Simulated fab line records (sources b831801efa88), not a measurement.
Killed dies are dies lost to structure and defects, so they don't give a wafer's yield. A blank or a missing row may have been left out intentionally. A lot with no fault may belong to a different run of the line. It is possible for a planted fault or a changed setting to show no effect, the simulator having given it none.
Chamber matching + flow sky130 + SKY_CONTACT_CMP_04 on cmp-02: 4 sister chambers
The step polishes SiO2. 14 wafers are shown with their chamber, then 7 later ones without.

WAFERS PAIRED WITH THEIR CHAMBERS
| wafer  | chamber | motor current A (A) | time to endpoint s (s) |
|--------|---------|---------------------|------------------------|
| L138.2 | 3       | 12.6                | 87                     |
| L138.3 | 1       | 12.3                | 91                     |
| L138.4 | 0       | 10.7                | 96                     |
| L141.1 | 2       | 12.3                | 84                     |
| L141.4 | 3       | 12.7                | 87                     |
| L141.5 | 3       | 13.1                | 83                     |
| L143.2 | 1       | 11.8                | 91                     |
| L143.4 | 2       | 12.1                | 85                     |
| L143.6 | 2       | 12.4                | 84                     |
| L148.1 | 3       | 13.0                | 91                     |
| L148.3 | 2       | 12.2                | 93                     |
| L148.6 | 0       | 10.4                | 92                     |
| L157.1 | 2       | 11.9                | 92                     |
| L157.3 | 1       | 12.3                | 93                     |

SIGNATURES (means of the wafers above)
| reading            | chamber 0 | chamber 1 | chamber 2 | chamber 3 | scatter within a chamber |
|--------------------|-----------|-----------|-----------|-----------|--------------------------|
| motor current A    | 10.550    | 12.133    | 12.180    | 12.850    | 0.23                     |
| time to endpoint s | 94.00     | 91.67     | 87.60     | 87.00     | 3.52                     |
Rule: for a wafer and a chamber, the distance is found by dividing, reading by reading, the gap between the wafer's reading and the chamber's mean by the reading's scatter, squaring, summing and taking the root. The wafer belongs to the nearest chamber; if the next one is less than 2 further off, it can't be placed. The scatter: the root of (the sum of the squares of (reading less its chamber's mean) over the shown wafers, divided by (wafers less chambers)).

WAFERS WITHOUT THEIR CHAMBER
| wafer  | motor current A (A) | time to endpoint s (s) |
|--------|---------------------|------------------------|
| L157.4 | 10.9                | 93                     |
| L158.3 | 10.7                | 91                     |
| L158.4 | 12.0                | 86                     |
| L158.6 | 12.8                | 85                     |
| L160.1 | 10.0                | 97                     |
| L160.2 | 12.6                | 91                     |
| L160.3 | 12.7                | 87                     |

CHAMBER TAKEN BY EACH
| wafer  | from the rows above          | in truth                   |
|--------|------------------------------|----------------------------|
| L157.4 | 0                            | 0                          |
| L158.3 | 0                            | 0                          |
| L158.4 | can't be placed: 2 or 1      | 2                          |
| L158.6 | 3                            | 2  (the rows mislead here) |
| L160.1 | 0                            | 0                          |
| L160.2 | can't be placed: 3 or 1 or 2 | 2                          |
| L160.3 | can't be placed: 3 or 2      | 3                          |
Correctly placed: 3 of 7. Not placeable from these rows: 3 (in 3, the candidates include the true chamber). 1 placed wrongly.
